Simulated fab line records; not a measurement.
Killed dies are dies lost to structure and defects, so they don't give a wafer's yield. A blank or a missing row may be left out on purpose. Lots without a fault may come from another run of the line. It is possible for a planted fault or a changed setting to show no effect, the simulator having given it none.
Chamber matching || flow gf180mcu || 4 sister chambers for GF_V1_CMP_26 on cmp-02
The step polishes, stops on SiO2, t overpolish 15 s, target thk 0 nm. 7 wafers are shown with their chamber, then 11 later ones without.

EACH WAFER AND ITS CHAMBER
{"wafer": "L941.6", "chamber": 2, "motor-current-A (A)": 10.2, "overpolish-run-s (s)": 14.993}
{"wafer": "L951.4", "chamber": 3, "motor-current-A (A)": 10.2, "overpolish-run-s (s)": 14.988}
{"wafer": "L951.6", "chamber": 1, "motor-current-A (A)": 12.1, "overpolish-run-s (s)": 15.008}
{"wafer": "L952.2", "chamber": 0, "motor-current-A (A)": 12.2, "overpolish-run-s (s)": 14.995}
{"wafer": "L952.4", "chamber": 3, "motor-current-A (A)": 10.4, "overpolish-run-s (s)": 15.002}
{"wafer": "L952.5", "chamber": 0, "motor-current-A (A)": 10.9, "overpolish-run-s (s)": 15.009}
{"wafer": "L953.1", "chamber": 1, "motor-current-A (A)": 12.0, "overpolish-run-s (s)": 15.002}

WAFERS WITHOUT THEIR CHAMBER
{"wafer": "L953.3", "motor-current-A (A)": 10.7, "overpolish-run-s (s)": 14.987}
{"wafer": "L953.4", "motor-current-A (A)": 10.3, "overpolish-run-s (s)": 14.998}
{"wafer": "L955.2", "motor-current-A (A)": 10.0, "overpolish-run-s (s)": 15.002}
{"wafer": "L955.3", "motor-current-A (A)": 10.5, "overpolish-run-s (s)": 14.995}
{"wafer": "L955.6", "motor-current-A (A)": 12.1, "overpolish-run-s (s)": 15.011}
{"wafer": "L958.1", "motor-current-A (A)": 10.8, "overpolish-run-s (s)": 15.001}
{"wafer": "L958.2", "motor-current-A (A)": 11.5, "overpolish-run-s (s)": 14.995}
{"wafer": "L958.3", "motor-current-A (A)": 11.1, "overpolish-run-s (s)": 14.985}
{"wafer": "L960.2", "motor-current-A (A)": 10.2, "overpolish-run-s (s)": 15.002}
{"wafer": "L960.4", "motor-current-A (A)": 10.7, "overpolish-run-s (s)": 14.986}
{"wafer": "L960.5", "motor-current-A (A)": 11.1, "overpolish-run-s (s)": 14.995}

WHICH CHAMBER EACH WENT THROUGH
{"wafer": "L953.3", "from the rows above": "can't be placed: 2 or 3 or 0", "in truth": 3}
{"wafer": "L953.4", "from the rows above": "can't be placed: 3 or 2", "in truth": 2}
{"wafer": "L955.2", "from the rows above": "can't be placed: 3 or 2 or 0", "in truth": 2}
{"wafer": "L955.3", "from the rows above": "can't be placed: 3 or 2 or 0", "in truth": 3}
{"wafer": "L955.6", "from the rows above": "can't be placed: 1 or 0", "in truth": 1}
{"wafer": "L958.1", "from the rows above": "can't be placed: 3 or 0 or 2 or 1", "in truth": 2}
{"wafer": "L958.2", "from the rows above": "can't be placed: 0 or 1 or 3 or 2", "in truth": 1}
{"wafer": "L958.3", "from the rows above": "can't be placed: 3 or 2 or 0 or 1", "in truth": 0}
{"wafer": "L960.2", "from the rows above": "can't be placed: 3 or 2 or 0", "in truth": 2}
{"wafer": "L960.4", "from the rows above": "can't be placed: 2 or 3 or 0", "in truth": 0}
{"wafer": "L960.5", "from the rows above": "can't be placed: 0 or 3 or 2 or 1", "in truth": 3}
Placed correctly: 0 of 11. Can't be placed from these rows: 11 (the true chamber is among the candidates in 11). Number placed wrongly: 0.
How it was worked out, from the rows above alone: a wafer's distance from a chamber is the root of the sum, over the readings, of the square of ((its reading less the chamber's mean) divided by the reading's scatter). If the next closest chamber is less than 2 further off than the closest, the wafer can't be placed; otherwise it belongs to the closest. A chamber's mean is the mean of its shown wafers. The scatter: take each reading less its chamber's mean, square it, sum over the shown wafers, divide by the number of wafers less the number of chambers, and take the root.
